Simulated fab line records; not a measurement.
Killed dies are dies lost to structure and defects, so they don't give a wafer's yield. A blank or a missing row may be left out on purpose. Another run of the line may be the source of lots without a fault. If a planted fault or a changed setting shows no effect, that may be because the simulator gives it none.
Comparing a struck lot with a sound one | flow sky130 | 44 steps out of a route of 708
Sound: these wafers, L986.3, L986.4, L986.6. Struck: wafer L992.5. (L992.1 of the same lot was not struck and is left out.) The cause comes at the end.
Order at every step that has rows: each side's tool, ch and its chambers, its first start. Under that, the readings that differ: sound wafers | struck wafers | difference of the means | sigmas: that difference in standard deviations of wafers without a fault.
alike: words and numbers the same on both sides, and readings whose means are apart by under 2 such deviations; not compared: readings that were withheld, readings missing a value for some wafer, numbers with overlapping values and no deviation given by the record, and bounds like >300 which may hide the same value.
The two part at a step that has a row with sigmas, a row that says differs or no value, or rows on one side only. Numbers that don't overlap but have no deviation are shown without sigmas and don't part them. A reading missing from all wafers of one side parts the sides only when that side holds two or more wafers.

SKY_VIA3_ETCH_15: etches SiO2 in C4F8/O2/Ar, stops on TiN, target depth 507 nm, time 78 s.
  sound on rie-diel-04 ch 0,3, day 40 19:28; struck on rie-diel-02 ch 1, day 42 18:49
  alike: oes-product-au
then, 4 steps without rows for these wafers: SKY_VIA3_STRIP_16 (strips in O2/N2); SKY_VIA3_STRIP_17 (strips in post etch residue remover, time 1200 s); SKY_VIA3_CLEAN_18 (cleans in IPA, time 180 s); SKY_VIA3_CLEAN_19 (cleans in O3/DIW).
SKY_VIA3_SPUTTER_20: material TiN, target thk 20 nm, time 80 s.
  sound on pvd-sputter-02, day 40 20:08; struck on pvd-sputter-03, day 42 19:31
  alike: chamber-pressure-pa, throttle-valve-pct
then, 1 step without rows for these wafers: SKY_VIA3_CVD_21 (deposits W, target thk 390 nm, time 117.31 s).
SKY_VIA3_RS_MEAS_22: uses a four-point probe to measure.
  sound on film-metro-01, day 40 20:21; struck on film-metro-04, day 42 19:42
  alike: VIA3_W_RS
SKY_VIA3_THK_MEAS_23: measures by xrf.
  sound on film-metro-01, day 40 20:27; struck on film-metro-04, day 42 19:49
  alike: VIA3_W_THK
then, 3 steps without rows for these wafers: SKY_VIA3_CMP_24 (polishes, stops on SiO2, t overpolish 20 s, target thk 0 nm); SKY_METAL4_SPUTTER_00 (material Ti, target thk 15 nm, time 10 s); SKY_METAL4_SPUTTER_01 (material TiN, target thk 20 nm, time 16.7 s).
SKY_METAL4_SPUTTER_02: material AlCu, target thk 735 nm, time 39.1 s.
  sound on pvd-sputter-02, day 40 20:50; struck on pvd-sputter-02, day 42 20:13
  reading                                     | sound                | struck | difference | sigmas
  chamber-pressure-pa (Pa)                    | 0.3996 0.4001 0.4006 | 0.3979 | -0.0022    | -3
  model.AlCu_of_METAL4_SPUTTER_02.thk-nm (nm) | 738.1 743.8 743.2    | 801    | +59        |
  alike: throttle-valve-pct
then, 2 steps without rows for these wafers: SKY_METAL4_SPUTTER_03 (material Ti, target thk 5 nm, time 3.3 s); SKY_METAL4_SPUTTER_04 (material TiN, target thk 70 nm, time 58.3 s).
SKY_CAP2M_CVD_00: deposits SiO2, target thk 15.5 nm.
  sound on pecvd-02 ch 0,1,2, day 40 20:57; struck on pecvd-02 ch 0, day 42 20:20
  reading              | sound                | struck | difference | sigmas
  susceptor-temp-C (C) | 399.65 400.36 399.80 | 400.40 | +0.46      | +2
  alike: heater-power-w
SKY_CAP2M_THK_MEAS_01:
  sound on film-metro-02, day 40 20:59; struck on film-metro-02, day 42 20:21
  alike: CAP2M_CVD_00_THK
SKY_CAP2M_SPUTTER_02: material TiN, target thk 200 nm, time 166.7 s.
  sound on pvd-sputter-04, day 40 21:02; struck on pvd-sputter-04, day 42 20:25
  alike: chamber-pressure-pa, susceptor-temp-C, throttle-valve-pct
SKY_CAP2M_RS_MEAS_03: uses a four-point probe to measure.
  sound on film-metro-02, day 40 21:11; struck on film-metro-03, day 42 20:31
  alike: CAP2M_TIN_RS
SKY_CAP2M_THK_MEAS_04: measures by xrf.
  sound on film-metro-02, day 40 21:17; struck on film-metro-03, day 42 20:38
  alike: CAP2M_TIN_THK
then, 7 steps without rows for these wafers: SKY_CAP2M_DEHYDRATE_05 (time 60 s); SKY_CAP2M_HMDS_06 (prime time 60 s); SKY_CAP2M_COAT_07 (resist thk 1140 nm); SKY_CAP2M_SOFTBAKE_08 (time 60 s); SKY_CAP2M_EXPOSE_09 (exposes mask CAP2M, target cd 1000 nm); SKY_CAP2M_PEB_10; SKY_CAP2M_DEVELOP_11 (develop time 60 s).
SKY_CAP2M_OVL_MEAS_12:
  sound on overlay-02, day 41 20:21; struck on overlay-02, day 43 19:11
  alike: CAP2M_OVL
SKY_CAP2M_METAL_ETCH_13: etches TiN in Cl2/BCl3, stops on SiO2, target depth 220 nm, time 62.9 s.
  sound on rie-metal-01 ch 0, day 41 20:25; struck on rie-metal-03 ch 0, day 43 19:13
  reading                     | sound       | struck | difference | sigmas
  drypump-motor-current-A (A) | 6.3 6.3 6.3 | 5.0    | -1.3       | -2
  alike: oes-product-au, throttle-valve-pct
  not compared: rf-hours-counter-h
then, 12 steps without rows for these wafers: SKY_CAP2M_STRIP_14 (strips in O2/N2); SKY_CAP2M_STRIP_15 (strips in post etch residue remover, time 1200 s); SKY_CAP2M_CLEAN_16 (cleans in IPA, time 180 s); SKY_CAP2M_CLEAN_17 (cleans in O3/DIW); SKY_METAL4_DEHYDRATE_05 (time 60 s); SKY_METAL4_HMDS_06 (prime time 60 s); SKY_METAL4_COAT_07 (resist thk 60 nm); SKY_METAL4_COAT_08 (resist thk 1140 nm); SKY_METAL4_SOFTBAKE_09 (time 90 s); SKY_METAL4_EXPOSE_10 (exposes mask MM4, target cd 300 nm); SKY_METAL4_PEB_11; SKY_METAL4_DEVELOP_12 (develop time 60 s).
SKY_METAL4_CD_MEAS_13: target cd 300 nm.
  sound on cd-sem-01, day 42 20:55; struck on cd-sem-01, day 44 17:46
  alike: cd-nm
SKY_METAL4_METAL_ETCH_18: etches the open film in Cl2/BCl3, stops on SiO2, target depth 845 nm, time 183.1 s.
  sound on rie-metal-03 ch 0,1, day 42 21:14; struck on rie-metal-01 ch 1, day 44 18:04
  reading                     | sound             | struck | difference | sigmas
  drypump-motor-current-A (A) | 4.9 5.1 4.9       | 6.3    | +1.3       | +3
  oes-product-au (a.u.)       | 0.867 0.872 0.873 | 0.911  | +0.040     | +7
  alike: throttle-valve-pct
  not compared: rf-hours-counter-h
-- the record jumps here: 4 days lie between the struck wafers' starts before and after (it left off in module METAL4 and takes up again in module PAD_OPEN, whose first step shown is number 708 of the route) --
SKY_PAD_OPEN_PROBE_99:
  sound on prober-02, day 46 19:12; struck on prober-02, day 48 10:01
  reading                      | sound                   | struck  | difference | sigmas
  killed_at_M4_up              | 6 4 3                   | 1       | -3         | -2
  model.etest.met4.line-ohm-um | 0.1386 0.1395 0.1389    | 0.1286  | -0.0104    |
  model.etest.met4.rs-ohm-sq   | 0.04212 0.04189 0.04235 | 0.03926 | -0.00286   |
  alike: defect-limited-yield, killed_at_M0_to_M3, killed-at-contacts, killed-at-front-end, killed-at-other, killed-dies, killed-open, killed-short, sort_bin_3_pad_short, sort_bin_5_function, sort_bin_6_memory, sort-n-pass, sort-yield-pct

WHERE THEY PART
At SKY_METAL4_SPUTTER_02 first; at SKY_PAD_OPEN_PROBE_99 last (within this record only).

WHY: what had been put in by the simulator
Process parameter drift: pvd-sputter-02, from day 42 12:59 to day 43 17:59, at SKY_METAL4_SPUTTER_02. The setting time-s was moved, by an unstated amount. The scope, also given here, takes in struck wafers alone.
